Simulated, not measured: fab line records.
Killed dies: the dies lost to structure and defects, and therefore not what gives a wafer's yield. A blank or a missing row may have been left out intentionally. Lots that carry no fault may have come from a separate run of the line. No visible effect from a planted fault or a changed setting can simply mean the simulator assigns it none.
fab line records | flow gf180mcu
[record] lots = 7 wafers = 21 last_day = 34
route steps=602 shown CONTACT@288
lots that met no fault: from a run of the same line without faults
start_h: the number of hours between the record's first day and the start of the first shown wafer of the lot | wait_h: how many hours have passed since the lot's step before this one | " repeats the value in the row above | L1.1+2: one row covering several wafers at once | - no value present, or no start provided | * or withheld: withheld | < > ~ a bound
route shown NAME@n: names a module that has steps shown in the file, with the first one's number in the route | usual: the fault-free wafers' mean and standard deviation | same: alike in all rows | chamber/n: place in a boat | sites: per-site readings | _std_site: the standard deviation of these | _edge_site: outer sites' mean less inner sites' | radius_mm: how far each site lies from the wafer's centre | mask NAME#n: copy n | behind: the last tool/chamber to shape the wafer | hold: why the lot was held/for how many hours/how that ended | device: names the non-switching transistor (n, p or np) | end of line: the route-end tests of the same wafers | a step with no rows: only its recipe | killed: the dies lost at the first sort to structure and to defects; this is not the yield of the wafer | map: a wafer's dies, marking killed ones x, the rest . and places with no die _
set.NAME: the setting the step ran with; set.NAME@STEP: the setting that earlier step ran with | model.NAME: the simulator's own value behind a step, which no gauge read
a table for each step, a row for each wafer; lots at some steps of the route
services: the hour from which a tool's chamber was out of use, counted from the record's first day as start_h (under 0 if before that day), plus the number of hours and why
[[steps]]
[step GF_CONTACT_THK_MEAS_01]
[recipe] reads = SiO2_of_CONTACT_CVD_00
[usual] CONTACT_CVD_00_THK = 302/3.3
// columns lot.wafer tool chamber start_h wait_h CONTACT_CVD_00_THK[nm]
L177.1 film_metro-04 - 373.05 0.0 297
L177.4 " - " " 303
L177.5 " - " " 299
L182.1 film_metro-01 - 418.15 0.0 308
L182.4 " - " " 306
L182.5 " - " " 300
L189.2 film_metro-01 - 483.57 0.0 302
L189.4 " - " " 300
L189.5 " - " " 300
L192.1 film_metro-04 - 506.40 0.0 300
L192.2 " - " " 302
L192.4 " - " " 304
L193.1 film_metro-03 - 515.04 0.0 305
L193.2 " - " " 298
L193.3 " - " " 304
L194.2 film_metro-03 - 521.82 0.0 305
L194.5 " - " " 297
L194.6 " - " " 305
L196.1 film_metro-03 - 540.78 0.0 300
L196.4 " - " " 303
L196.5 " - " " 297
[step GF_CONTACT_CVD_02]
[recipe] material = SiO2 target_thk_nm = 860 precursor = TEOS temp_c = 400 time_s = 95.992 rf_w = 600
[usual] heater_power_w = 644/94
// columns lot.wafer tool chamber start_h wait_h heater_power_w
L177.1 pecvd-01 2 373.11 0.1 686
L177.4 " 0 " " 738
L177.5 " 2 " " 732
L182.1 pecvd-01 0 418.21 0.1 753
L182.4 " 0 " " 582
L182.5 " 1 " " 726
L189.2 pecvd-04 0 483.62 0.0 572
L189.4 " 1 " " 405
L189.5 " 0 " " 644
L192.1 pecvd-04 0 506.46 0.1 633
L192.2 " 1 " " 457
L192.4 " 1 " " 492
L193.1 pecvd-04 1 515.10 0.1 497
L193.2 " 0 " " 704
L193.3 " 2 " " 662
L194.2 pecvd-02 1 521.87 0.0 834
L194.5 " 0 " " 614
L194.6 " 2 " " 692
L196.1 pecvd-04 0 540.84 0.1 622
L196.4 " 0 " " 665
L196.5 " 1 " " 521
[step GF_CONTACT_THK_MEAS_03]
[recipe] reads = SiO2_of_CONTACT_CVD_02
[usual] CONTACT_CVD_02_THK = 860/12
// columns lot.wafer tool chamber start_h wait_h CONTACT_CVD_02_THK[nm]
L177.1 film_metro-03 - 373.18 0.0 849
L177.4 " - " " 867
L177.5 " - " " 870
L182.1 film_metro-03 - 418.28 0.0 870
L182.4 " - " " 881
L182.5 " - " " 884
L189.2 film_metro-03 - 483.70 0.0 838
L189.4 " - " " 880
L189.5 " - " " 858
L192.1 film_metro-01 - 506.53 0.0 847
L192.2 " - " " 865
L192.4 " - " " 874
L193.1 film_metro-04 - 515.17 0.0 852
L193.2 " - " " 838
L193.3 " - " " 838
L194.2 film_metro-01 - 521.95 0.0 859
L194.5 " - " " 876
L194.6 " - " " 856
L196.1 film_metro-04 - 540.91 0.0 850
L196.4 " - " " 872
L196.5 " - " " 885
[step GF_CONTACT_CMP_04]
[recipe] material = SiO2 down_force_psi = 4 platen_rpm = 60 pad_velocity_m_s = 0.94248
[usual] head_pressure_psi = 4.000/0.0094 motor_current_A = 12.4/1.4 time_to_endpoint_s = 110/6.1
// columns lot.wafer tool chamber start_h wait_h head_pressure_psi motor_current_A time_to_endpoint_s
L177.1 cmp-01 3 373.34 0.1 3.991 13.9 105
L177.4 " 0 " " 4.019 12.6 110
L177.5 " 1 " " 4.022 12.3 117
L182.1 cmp-02 0 418.44 0.1 4.023 12.3 113
L182.4 " 1 " " 3.996 13.3 120
L182.5 " 2 " " 3.999 10.1 123
L189.2 cmp-02 2 483.75 0.0 4.000 9.5 105
L189.4 " 0 " " 3.993 12.5 113
L189.5 " 3 " " 4.004 12.4 111
L192.4 cmp-01 1 506.59 0.0 3.986 13.4 120
L192.1 " 2 " " 3.992 13.5 102
L192.2 " 0 " " 3.997 12.4 115
L193.1 cmp-01 3 515.23 0.1 3.986 14.9 106
L193.2 " 0 " " 4.014 11.9 99
L193.3 " 1 " " 3.991 12.8 104
L194.2 cmp-01 0 522.15 0.2 3.997 12.7 98
L194.5 " 1 " " 4.003 13.1 112
L194.6 " 2 " " 4.012 14.0 99
L196.4 cmp-02 2 540.97 0.0 3.991 10.3 115
L196.1 " 0 " " 3.999 12.9 100
L196.5 " 2 " " 3.994 10.0 118
[step GF_CONTACT_BOW_MEAS_05]
[recipe] mode = bow
[usual] CONTACT_BOW = 66/7.5
// columns lot.wafer tool chamber start_h wait_h CONTACT_BOW[um]
L177.1 film_metro-04 - 373.54 0.1 75
L177.4 " - " " 59
L177.5 " - " " 76
L182.1 film_metro-03 - 418.64 0.1 76
L182.4 " - " " 66
L182.5 " - " " 59
L189.2 film_metro-01 - 484.07 0.3 64
L189.4 " - " " 65
L189.5 " - " " 70
L192.1 film_metro-04 - 506.89 0.2 60
L192.2 " - " " 63
L192.4 " - " " 72
L193.1 film_metro-04 - 515.53 0.2 55
L193.2 " - " " 74
L193.3 " - " " 60
L194.2 film_metro-04 - 522.32 0.1 78
L194.5 " - " " 59
L194.6 " - " " 73
L196.1 film_metro-01 - 541.27 0.1 70
L196.4 " - " " 59
L196.5 " - " " 64
[step GF_CONTACT_DEHYDRATE_06]
[recipe] temp_c = 200 time_s = 60
[step GF_CONTACT_HMDS_07]
[recipe] prime_time_s = 60 prime_temp_c = 120
[step GF_CONTACT_COAT_08]
[recipe] resist = BARC temp_c = withheld time_s = withheld spin_rpm = withheld resist_thk_nm = withheld
[step GF_CONTACT_COAT_09]
[recipe] resist = KrF spin_rpm = withheld resist_thk_nm = 1000
[step GF_CONTACT_SOFTBAKE_10]
[recipe] temp_c = 130 time_s = 60 resist = KrF
[step GF_CONTACT_EXPOSE_11]
[recipe] mask_id = Contact target_cd_nm = 220 na = 0.68 source_shape = conventional sigma_outer = 0.6 dose_mj = 38
[step GF_CONTACT_PEB_12]
[recipe] peb_temp_c = 135 peb_time_s = 90 resist = KrF
[step GF_CONTACT_DEVELOP_13]
[recipe] develop_time_s = 60 resist = KrF dev_temp_c = 21
[usual] chill_plate_temp_C = 22.99/0.093 develop_time_s = 60/0
// columns lot.wafer tool chamber start_h wait_h chill_plate_temp_C develop_time_s model.KrF_of_CONTACT_COAT_09.thk_nm
L177.1 litho_track-02 0 396.59 0.2 23.10 60 992.4
L177.4 " 0 " " 23.01 60 989.7
L177.5 " 0 " " 22.97 60 993.9
L182.1 litho_track-01 0 442.86 0.2 23.03 60 984.1
L182.4 " 0 " " 23.08 60 983.4
L182.5 " 0 " " 22.97 60 984.2
L189.2 litho_track-03 0 507.43 0.2 22.97 60 990.4
L189.4 " 0 " " 22.87 60 991.5
L189.5 " 0 " " 22.94 60 989.9
L192.1 litho_track-03 - 529.76 0.2 - - 999.5
L192.2 " - " " - - 1004
L192.4 " - " " - - 1003
L193.1 litho_track-02 - 539.08 0.2 - - 1000
L193.2 " - " " - - 1004
L193.3 " - " " - - 1001
L194.2 litho_track-01 - 544.69 0.2 - - 1005
L194.5 " - " " - - 1002
L194.6 " - " " - - 1001
L196.1 litho_track-01 0 563.61 0.2 22.96 60 986.5
L196.4 " 0 " " 22.95 60 988.7
L196.5 " 0 " " 22.79 60 987.5
[step GF_CONTACT_CD_MEAS_14]
[recipe] target_cd_nm = 220
[usual] cd_nm = 220.0/1.6
// columns lot.wafer tool chamber start_h wait_h cd_nm
L177.1 cd_sem-02 - 396.74 0.1 222.5
L177.4 " - " " 220.8
L177.5 " - " " 220.9
L182.1 cd_sem-01 - 446.19 3.3 219.3
L182.4 " - " " 220.0
L182.5 " - " " 218.1
L189.2 cd_sem-01 - 507.58 0.1 220.2
L189.4 " - " " 220.3
L189.5 " - " " 221.4
L192.1 cd_sem-01 - 529.91 0.1 -
L192.2 " - " " -
L192.4 " - " " -
L193.1 cd_sem-02 - 539.23 0.1 -
L193.2 " - " " -
L193.3 " - " " -
L194.2 cd_sem-01 - 544.83 0.1 -
L194.5 " - " " -
L194.6 " - " " -
L196.1 cd_sem-02 - 563.76 0.1 218.0
L196.4 " - " " 217.8
L196.5 " - " " 217.5
[[services]]
// columns tool chamber start_h hours kind
cmp-02 - 393.61 6.0 pm
litho_track-02 - 400.84 - consumable_replace:filter
pecvd-04 - 403.21 1.8 repair
cmp-02 - 403.36 5.9 pm
cmp-01 - 404.00 4.0 pm
cmp-01 - 408.00 - consumable_replace:conditioner
cmp-01 - 408.00 - consumable_replace:pad
cmp-02 - 409.37 0.4 repair
cmp-02 - 450.09 5.6 repair
pecvd-02 - 495.20 2.8 pm
pecvd-04 - 505.41 1.0 repair
pecvd-04 - 559.26 2.8 pm
cmp-01 - 561.55 9.4 pm
[[key]]
[first_sign] step = GF_CONTACT_DEVELOP_13 reading = tool_record direction = missing
effect none on later readings
[model_effect] step = GF_CONTACT_DEVELOP_13 value = KrF_of_CONTACT_COAT_09.thk_nm without = 987.3 struck = 1002
met_at GF_CONTACT_DEVELOP_13
struck_wafers L192.1,L192.2,L192.4,L193.1,L193.2,L193.3,L194.2,L194.5,L194.6
later_rows_left_out L192.1,L192.2,L192.4,L193.1,L193.2,L193.3,L194.2,L194.5,L194.6
sort_left_out L192.1,L192.2,L192.4,L193.1,L193.2,L193.3,L194.2,L194.5,L194.6
tester_left_out L192,L193,L194
onset_between 507.43 529.76
[fault] kind = skipped_step_whole tool = litho_track-01,litho_track-02,litho_track-03 chamber = - onset_h = 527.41 steps = GF_CONTACT_DEVELOP_13 scope = struck_lots_only
// tester_left_out: of these lots the tester's yield and bins aren't shown, on N5 and GAA mostly nor the transistor test; their killed dies are dies lost to structure and defects alone, not to doping, threshold or leakage, so they don't give the yield
// sort_left_out: the simulated sort isn't trusted on such a fault, so these wafers' sort isn't shown, and their yield isn't known
// later_rows_left_out: the simulator's readings of these wafers behind a module that went badly wrong aren't trusted and aren't shown, but for the sort
